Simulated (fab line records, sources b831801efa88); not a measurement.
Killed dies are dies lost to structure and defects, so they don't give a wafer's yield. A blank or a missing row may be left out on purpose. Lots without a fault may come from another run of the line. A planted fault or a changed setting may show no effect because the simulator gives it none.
Which tool did it? | flow gf180mcu | 13 lots, 39 wafers sampled, at 5 steps of a route of 602

WHAT THE GAUGES READ, wafer by wafer
GF_STI_THK_MEAS_24. Usual: STI_CVD_23_THK 648 nm, standard deviation 7.
lot  | measured    | on            | STI_CVD_23_THK (nm) | flag
L119 | day 2 05:02 | film_metro-02 | 644 637 641         |
L121 | day 2 14:31 | film_metro-03 | 644 641 648         |
L123 | day 2 23:40 | film_metro-02 | 649 649 661         |
L124 | day 3 05:59 | film_metro-04 | 647 657 657         |
L125 | day 3 10:17 | film_metro-04 | 646 648 652         |
L133 | day 5 02:40 | film_metro-04 | 648 644 660         |
L134 | day 5 10:15 | film_metro-04 | 650 643 645         |
L135 | day 5 15:13 | film_metro-03 | 644 653 645         |
L136 | day 5 18:43 | film_metro-04 | 649 636 643         |
L138 | day 6 05:58 | film_metro-03 | 645 639 641         |
L140 | day 6 15:11 | film_metro-04 | 642 654 653         |
L141 | day 6 20:16 | film_metro-03 | 645 646 660         |
L142 | day 7 02:11 | film_metro-02 | 647 641 647         |

GF_VT_IMPLANT_OVL_MEAS_29. Usual: VT_IMPLANT_02_OVL -0.7 nm, standard deviation 1.7.
lot  | measured     | on         | VT_IMPLANT_02_OVL (nm) | flag
L119 | day 6 20:07  | overlay-02 | 0.5 -0.8 0.2           |
L121 | day 7 08:48  | overlay-01 | 0.4 1.0 -0.4           |
L123 | day 7 20:55  | overlay-02 | -3.0 -1.8 0.1          |
L124 | day 8 05:20  | overlay-02 | -3.3 -1.6 -0.8         |
L125 | day 8 10:33  | overlay-01 | 0.9 2.6 2.5            |
L133 | day 10 18:34 | overlay-02 | - - -                  | OFF
L134 | day 11 03:13 | overlay-01 | - - -                  | OFF
L135 | day 11 08:34 | overlay-02 | -2.7 -0.5 -0.9         |
L136 | day 11 13:19 | overlay-01 | -2.1 -0.8 -1.7         |
L138 | day 12 03:19 | overlay-01 | -2.5 -1.4 0.1          |
L140 | day 12 16:19 | overlay-02 | -1.7 -2.4 -2.2         |
L141 | day 12 20:58 | overlay-01 | 1.9 -2.4 0.2           |
L142 | day 13 06:22 | overlay-02 | -2.6 -1.8 -3.2         |

GF_DUAL_GATE_THK_MEAS_03. Usual: DUAL_GATE_OXIDATION_00_THK 10.85 nm, standard deviation 0.19.
lot  | measured     | on            | DUAL_GATE_OXIDATION_00_THK (nm) | flag
L119 | day 7 14:53  | film_metro-04 | 10.59 10.56 10.39               |
L121 | day 8 04:38  | film_metro-04 | 10.81 10.90 10.91               |
L123 | day 8 17:30  | film_metro-03 | 11.03 11.18 11.00               |
L124 | day 9 02:07  | film_metro-04 | 10.48 10.63 10.63               |
L125 | day 9 08:09  | film_metro-04 | 10.72 10.62 10.63               |
L135 | day 12 06:20 | film_metro-02 | 11.03 10.88 10.80               |
L136 | day 12 10:58 | film_metro-03 | 11.01 10.86 11.13               |
L138 | day 13 02:08 | film_metro-03 | 10.75 10.59 10.77               |
L140 | day 13 15:11 | film_metro-03 | 10.71 10.78 10.90               |
L141 | day 13 20:19 | film_metro-02 | 11.11 11.15 10.98               |
L142 | day 14 06:26 | film_metro-02 | 10.87 11.18 11.06               |

WHICH TOOL RAN EACH LOT (tool, then ch and the chambers of the sampled wafers, then the start)
lot  | GF_VT_IMPLANT_STRIP_20               | GF_VT_IMPLANT_COAT_24
L119 | plasma_asher-01 ch 1, day 6 05:00    | litho_track-03 ch 0, day 6 11:55
L121 | plasma_asher-03 ch 0,1, day 6 17:35  | litho_track-03 ch 0, day 7 01:02
L123 | plasma_asher-01 ch 0,1, day 7 04:56  | litho_track-03 ch 0, day 7 12:35
L124 | plasma_asher-03 ch 0,1, day 7 12:26  | litho_track-03 ch 0, day 7 20:41
L125 | plasma_asher-01 ch 0,1, day 7 17:57  | litho_track-03 ch 0, day 8 02:05
L133 | plasma_asher-01 ch 0,1, day 10 00:04 | litho_track-03, day 10 08:58
L134 | plasma_asher-01 ch 0,1, day 10 08:51 | litho_track-01, day 10 18:14
L135 | plasma_asher-03 ch 0,1, day 10 14:02 | litho_track-03 ch 0, day 10 23:34
L136 | plasma_asher-01 ch 0,1, day 10 19:01 | litho_track-02 ch 0, day 11 03:31
L138 | plasma_asher-01 ch 0,1, day 11 08:40 | litho_track-03 ch 0, day 11 17:49
L140 | plasma_asher-01 ch 0,1, day 11 21:33 | litho_track-03 ch 0, day 12 06:55
L141 | plasma_asher-02 ch 0,1, day 12 01:08 | litho_track-03 ch 0, day 12 10:50
L142 | plasma_asher-01 ch 1, day 12 10:00   | litho_track-02 ch 0, day 12 19:34
- GF_VT_IMPLANT_STRIP_20: strips in O2/N2.
- GF_VT_IMPLANT_COAT_24: resist thk 1000 nm.

WHAT THE TOOLS THEMSELVES READ (means of the sampled wafers that have a number; where no wafer has one, the mark that the record gives instead)
GF_VT_IMPLANT_STRIP_20. Usual: drypump_motor_current_A 5.6 A, standard deviation 0.37; heater_power_w 361 W, standard deviation 30; oes_product_au 0.716 a.u., standard deviation 0.0045; strip_time_to_endpoint_s 12.64 s, standard deviation 0.033.
lot  | tool            | drypump_motor_current_A (A) | heater_power_w (W) | oes_product_au (a.u.) | strip_time_to_endpoint_s (s) | flag
L119 | plasma_asher-01 | 5.2                         | 375                | 0.717                 | 12.61                        |
L121 | plasma_asher-03 | 6.0                         | 389                | 0.718                 | 12.71                        |
L123 | plasma_asher-01 | 5.3                         | 351                | 0.716                 | 12.66                        |
L124 | plasma_asher-03 | 5.9                         | 396                | 0.719                 | 12.61                        |
L125 | plasma_asher-01 | 5.3                         | 359                | 0.716                 | 12.63                        |
L133 | plasma_asher-01 | 5.3                         | 354                | 0.713                 | 12.67                        |
L134 | plasma_asher-01 | 5.3                         | 333                | 0.713                 | 12.63                        |
L135 | plasma_asher-03 | 5.9                         | 375                | 0.719                 | 12.62                        |
L136 | plasma_asher-01 | 5.4                         | 336                | 0.716                 | 12.63                        |
L138 | plasma_asher-01 | 5.3                         | 337                | 0.719                 | 12.63                        |
L140 | plasma_asher-01 | 5.3                         | 358                | 0.714                 | 12.63                        |
L141 | plasma_asher-02 | 6.2                         | 377                | 0.719                 | 12.65                        |
L142 | plasma_asher-01 | 5.2                         | 377                | 0.717                 | 12.62                        |

GF_VT_IMPLANT_COAT_24. Usual: chill_plate_temp_C 23.02 C, standard deviation 0.11; dispense_pressure_kPa 46.9 kPa, standard deviation 1.9.
lot  | tool           | chill_plate_temp_C (C) | dispense_pressure_kPa (kPa) | flag
L119 | litho_track-03 | 23.15                  | 48.6                        |
L121 | litho_track-03 | 23.07                  | 48.6                        |
L123 | litho_track-03 | 23.03                  | 48.6                        |
L124 | litho_track-03 | 22.92                  | 48.6                        |
L125 | litho_track-03 | 22.77                  | 48.6                        |
L133 | litho_track-03 | -                      | -                           | OFF
L134 | litho_track-01 | -                      | -                           | OFF
L135 | litho_track-03 | 23.12                  | 48.6                        |
L136 | litho_track-02 | 23.09                  | 44.5                        |
L138 | litho_track-03 | 23.02                  | 48.6                        |
L140 | litho_track-03 | 22.87                  | 48.6                        |
L141 | litho_track-03 | 23.07                  | 48.6                        |
L142 | litho_track-02 | 23.01                  | 44.6                        |

THE ANSWER, worked out from the rows above alone
Rule: a lot is off if the mean of its wafers that have a number lies more than 3 standard deviations from the usual mean. A lot without any number at a reading at which 4 lots or more have one is off too. The other lots that the step has rows for count as sound. The gauges are gone through in route order, then the tools' own readings, and for those a lot's mean is taken as printed above. The first step at which some lot is off is used, and at that step the reading that is off furthest; a lot without a number counts as furthest.
Off: L133, L134, at GF_VT_IMPLANT_OVL_MEAS_29 (VT_IMPLANT_02_OVL). Without a number there: L133, L134.
A tool fits if, at a process step before that reading, it ran every lot that is off, and no sound lot after the first of them. The gauges at GF_VT_IMPLANT_OVL_MEAS_29 aren't tried: what is off there is off at GF_VT_IMPLANT_COAT_24 too, on other tools, and a gauge's error can't cause that. None of those tried fits.

WHAT THE SIMULATOR HAD PUT IN
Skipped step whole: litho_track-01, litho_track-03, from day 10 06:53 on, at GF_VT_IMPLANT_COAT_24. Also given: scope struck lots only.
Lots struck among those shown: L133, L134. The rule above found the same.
